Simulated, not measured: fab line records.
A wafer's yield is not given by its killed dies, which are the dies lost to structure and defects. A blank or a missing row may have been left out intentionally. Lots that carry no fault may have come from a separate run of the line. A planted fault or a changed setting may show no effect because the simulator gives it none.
Chamber matching / flow sky130 / 4 sister chambers for SKY_VIA4_CMP_02 on cmp-01
The step polishes SiO2. 18 wafers are shown with their chamber, then 9 later ones without.

## EACH WAFER AND ITS CHAMBER
wafer=L074.2; chamber=2; motor current A (A)=12.6; slurry flow ml min=149.6
wafer=L074.5; chamber=0; motor current A (A)=13.4; slurry flow ml min=149.4
wafer=L074.6; chamber=3; motor current A (A)=13.1; slurry flow ml min=149.2
wafer=L082.1; chamber=0; motor current A (A)=14.6; slurry flow ml min=149.8
wafer=L082.5; chamber=1; motor current A (A)=12.3; slurry flow ml min=149.7
wafer=L082.6; chamber=2; motor current A (A)=13.2; slurry flow ml min=150.3
wafer=L085.4; chamber=1; motor current A (A)=12.1; slurry flow ml min=148.9
wafer=L085.5; chamber=0; motor current A (A)=14.2; slurry flow ml min=150.2
wafer=L085.6; chamber=1; motor current A (A)=12.1; slurry flow ml min=149.5
wafer=L086.1; chamber=0; motor current A (A)=14.1; slurry flow ml min=149.7
wafer=L086.3; chamber=2; motor current A (A)=13.2; slurry flow ml min=150.6
wafer=L086.4; chamber=3; motor current A (A)=11.8; slurry flow ml min=149.2
wafer=L090.2; chamber=1; motor current A (A)=11.6; slurry flow ml min=150.6
wafer=L090.3; chamber=2; motor current A (A)=14.0; slurry flow ml min=150.1
wafer=L090.4; chamber=3; motor current A (A)=13.3; slurry flow ml min=149.3
wafer=L092.3; chamber=0; motor current A (A)=13.7; slurry flow ml min=150.4
wafer=L092.4; chamber=3; motor current A (A)=12.3; slurry flow ml min=149.8
wafer=L092.6; chamber=2; motor current A (A)=13.5; slurry flow ml min=150.4

SIGNATURES, as means of the wafers listed above
reading=motor current A; chamber 0=14.000; chamber 1=12.025; chamber 2=13.300; chamber 3=12.625; scatter within a chamber=0.51
reading=slurry flow ml min; chamber 0=149.900; chamber 1=149.675; chamber 2=150.200; chamber 3=149.375; scatter within a chamber=0.459
Rule: a wafer lies at a distance from a chamber equal to the root of the sum of squares, over the readings, of (its reading less the chamber's mean, divided by the reading's scatter). The wafer belongs to the nearest chamber; if the next one is less than 2 further off, it can't be placed. How the scatter is found: for the shown wafers, subtract from each reading the mean of its chamber, square and add these, divide the total by (wafers less chambers), then take the root.

## WAFERS WITHOUT THEIR CHAMBER
wafer=L093.3; motor current A (A)=12.5; slurry flow ml min=149.2
wafer=L093.4; motor current A (A)=13.0; slurry flow ml min=150.2
wafer=L093.5; motor current A (A)=12.5; slurry flow ml min=150.1
wafer=L096.4; motor current A (A)=12.5; slurry flow ml min=150.4
wafer=L096.5; motor current A (A)=13.1; slurry flow ml min=150.4
wafer=L096.6; motor current A (A)=14.3; slurry flow ml min=149.8
wafer=L097.1; motor current A (A)=12.0; slurry flow ml min=149.6
wafer=L097.3; motor current A (A)=12.8; slurry flow ml min=149.9
wafer=L097.4; motor current A (A)=12.1; slurry flow ml min=149.6

## CHAMBER TAKEN BY EACH
wafer=L093.3; from the rows above=can't be placed: 3 or 1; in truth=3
wafer=L093.4; from the rows above=can't be placed: 2 or 3 or 0 or 1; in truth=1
wafer=L093.5; from the rows above=can't be placed: 1 or 2 or 3 or 0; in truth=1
wafer=L096.4; from the rows above=can't be placed: 2 or 1 or 3 or 0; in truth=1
wafer=L096.5; from the rows above=can't be placed: 2 or 0 or 3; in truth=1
wafer=L096.6; from the rows above=can't be placed: 0 or 2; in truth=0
wafer=L097.1; from the rows above=can't be placed: 1 or 3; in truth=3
wafer=L097.3; from the rows above=can't be placed: 2 or 3 or 1 or 0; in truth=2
wafer=L097.4; from the rows above=can't be placed: 1 or 3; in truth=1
Placed correctly: 0 of 9. Can't be placed from these rows: 9 (the true chamber is among the candidates in 8). Number placed wrongly: 0.
